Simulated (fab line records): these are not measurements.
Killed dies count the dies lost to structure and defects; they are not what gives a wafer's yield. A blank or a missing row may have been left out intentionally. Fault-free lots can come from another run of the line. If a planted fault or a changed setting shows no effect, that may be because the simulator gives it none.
The tool behind it: which one? || flow gf180mcu || 6 lots (18 wafers sampled), 1 step of a 602-step route

## WHAT THE GAUGES SHOWED, per wafer
GF_M3_THK_MEAS_06: measures by xrf.
{"lot": "L719", "measured": "day 20 23:40", "on": "film_metro-01", "M3_ALCU_THK (nm)": "453 449 448"}
{"lot": "L724", "measured": "day 22 18:36", "on": "film_metro-03", "M3_ALCU_THK (nm)": "459 455 455"}
{"lot": "L732", "measured": "day 25 15:54", "on": "film_metro-01", "M3_ALCU_THK (nm)": "456 455 457"}
{"lot": "L734", "measured": "day 26 02:23", "on": "film_metro-03", "M3_ALCU_THK (nm)": "456 457 453"}
{"lot": "L736", "measured": "day 26 17:53", "on": "film_metro-03", "M3_ALCU_THK (nm)": "454 448 446"}
{"lot": "L739", "measured": "day 27 11:09", "on": "film_metro-03", "M3_ALCU_THK (nm)": "454 445 449"}

## WHICH TOOL RAN EACH LOT (tool, then ch and the chambers of the sampled wafers, then the start)
The record holds no process step before these readings.

## THE ANSWER, worked out from the rows above alone
Rule: usual is defined by the lots themselves. The widest of any qualifying gaps counts: lots, ordered by their means at a reading, are off when they make up no more than a third of the lots, leave a main group of 4 or more, and stand apart from it by 3 or more times the standard deviation of that group's means. If all means in a main group match to the digits the tables above print for the reading, that group is not used. Also off: a lot with no number at a reading for which 4 or more lots have one. Where the step has rows for the other lots, those lots are counted as sound.
No lot is off at any reading shown: from this, nothing can be told.

## WHAT THE SIMULATOR PUT IN
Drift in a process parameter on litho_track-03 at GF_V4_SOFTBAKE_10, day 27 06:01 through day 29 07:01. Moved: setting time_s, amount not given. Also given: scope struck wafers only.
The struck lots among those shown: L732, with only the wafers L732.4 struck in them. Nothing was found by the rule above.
